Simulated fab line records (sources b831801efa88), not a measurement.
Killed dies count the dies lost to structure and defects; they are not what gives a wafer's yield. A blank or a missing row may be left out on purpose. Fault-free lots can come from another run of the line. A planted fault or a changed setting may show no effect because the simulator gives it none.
A lot that was struck, set against a sound lot | flow sky130 | 15 out of 708 route steps
Sound: these wafers, L295.3, L295.5, L295.6. Struck: wafer L309.3. (L309.1, L309.2 of the same lot were not struck and are left out.) The cause comes at the end.
For every step that has rows: the tool of each side, followed by ch and its chambers, followed by its first start. Under that, the readings that differ: sound wafers | struck wafers | difference of the means | sigmas: that difference in standard deviations of wafers without a fault.
alike: readings whose means differ by less than 2 such deviations, and words and numbers that are the same on both sides. not compared: withheld readings, readings that some wafer has no value for, bounds like >300 that may hide the same value, and numbers for which the record gives no deviation and whose values overlap.
A row with sigmas, a row that says differs or no value, or rows on one side alone: a step with any of these is where the two part. Numbers that have no deviation but don't overlap get no sigmas and don't part them. Lack of a reading on every wafer of one side parts them only where that side has two or more wafers.

first, 1 step without rows for these wafers: SKY_CONTACT_ETCH_16 (etches BARC in N2/H2, stops on SiO2, time 45.9 s, target depth 60 nm).
SKY_CONTACT_ETCH_17: etches SiO2 in C4F8/O2/Ar, stops on Si3N4, target depth 340 nm.
  sound on rie-diel-04 ch 0,1,2, day 32 20:22; struck on rie-diel-01 ch 1, day 37 06:37
  reading               | sound             | struck | difference | sigmas
  oes-product-au (a.u.) | 0.891 0.891 0.896 | 0.881  | -0.012     | -2
  alike: chamber-pressure-mTorr
SKY_CONTACT_ETCH_18: etches Si3N4 in CHF3/O2, stops on TiN, time 39 s, target depth 75 nm.
  sound: rie-diel-04 ch 0,1,2; struck: rie-diel-01 ch 1
  reading                        | sound             | struck | difference | sigmas
  chamber-pressure-mTorr (mTorr) | 40.01 39.98 40.00 | 40.10  | +0.10      | +3
  alike: drypump-motor-current-A, oes-product-au, throttle-valve-pct
  not compared: rf-hours-counter-h
then, 4 steps without rows for these wafers: SKY_CONTACT_STRIP_19 (strips in O2/N2); SKY_CONTACT_STRIP_20 (strips in post etch residue remover, time 1200 s); SKY_CONTACT_CLEAN_21 (cleans in IPA, time 180 s); SKY_CONTACT_CLEAN_22 (cleans in O3/DIW).
SKY_CONTACT_SPUTTER_23: material TiN, target thk 20 nm, time 80 s.
  struck on pvd-sputter-01, day 37 07:20; sound on pvd-sputter-02, day 32 21:02
  alike: throttle-valve-pct
SKY_CONTACT_CVD_24: deposits W, target thk 340 nm, time 102.12 s.
  sound on cvd-w-02 ch 0,1, day 32 21:08; struck on cvd-w-02 ch 0, day 37 07:24
  alike: heater-power-w
SKY_CONTACT_RS_MEAS_25: a four-point-probe measurement.
  struck on film-metro-01, day 37 07:31; sound on film-metro-04, day 32 21:16
  alike: CONTACT_W_RS
SKY_CONTACT_THK_MEAS_26: measures by xrf.
  struck on film-metro-01, day 37 07:38; sound on film-metro-04, day 32 21:22
  alike: CONTACT_W_THK
then, 1 step without rows for these wafers: SKY_CONTACT_CMP_27 (polishes, stops on SiO2, t overpolish 15 s, target thk 0 nm).
SKY_METAL1_SPUTTER_00: material Ti, target thk 15 nm, time 10 s.
  struck on pvd-sputter-04, day 37 07:59; sound on pvd-sputter-04, day 32 21:42
  reading                                   | sound             | struck | difference | sigmas
  model.Ti_of_METAL1_SPUTTER_00.thk-nm (nm) | 15.43 15.06 15.26 | 7.851  | -7.399     |
  alike: throttle-valve-pct
SKY_METAL1_SPUTTER_01: material TiN, target thk 20 nm, time 16.7 s.
  struck on pvd-sputter-04, day 37 08:01; sound on pvd-sputter-04, day 32 21:43
  alike: throttle-valve-pct
-- the record jumps here: 13 days lie between the struck wafers' starts before and after (it left off in module METAL1 and takes up again in module PAD_OPEN, whose first step shown is number 708 of the route) --
SKY_PAD_OPEN_PROBE_99:
  struck on prober-01, day 50 00:35; sound on prober-01, day 46 19:56
  alike: defect-limited-yield, killed_at_M0_to_M3, killed_at_M4_up, killed-at-contacts, killed-at-front-end, killed-at-other, killed-dies, killed-on-rim, killed-open, killed-short, sort_bin_3_pad_short, sort_bin_5_function, sort_bin_6_memory, sort-n-pass, sort-yield-pct

== WHERE THEY PART ==
Earliest at SKY_CONTACT_ETCH_17; latest, in this record, at SKY_CONTACT_ETCH_18. Later steps at which nothing parts them and some readings are alike: SKY_CONTACT_SPUTTER_23, SKY_CONTACT_CVD_24, SKY_CONTACT_RS_MEAS_25, SKY_CONTACT_THK_MEAS_26, SKY_METAL1_SPUTTER_00, SKY_METAL1_SPUTTER_01, SKY_PAD_OPEN_PROBE_99.

WHY: whatever the simulator had introduced
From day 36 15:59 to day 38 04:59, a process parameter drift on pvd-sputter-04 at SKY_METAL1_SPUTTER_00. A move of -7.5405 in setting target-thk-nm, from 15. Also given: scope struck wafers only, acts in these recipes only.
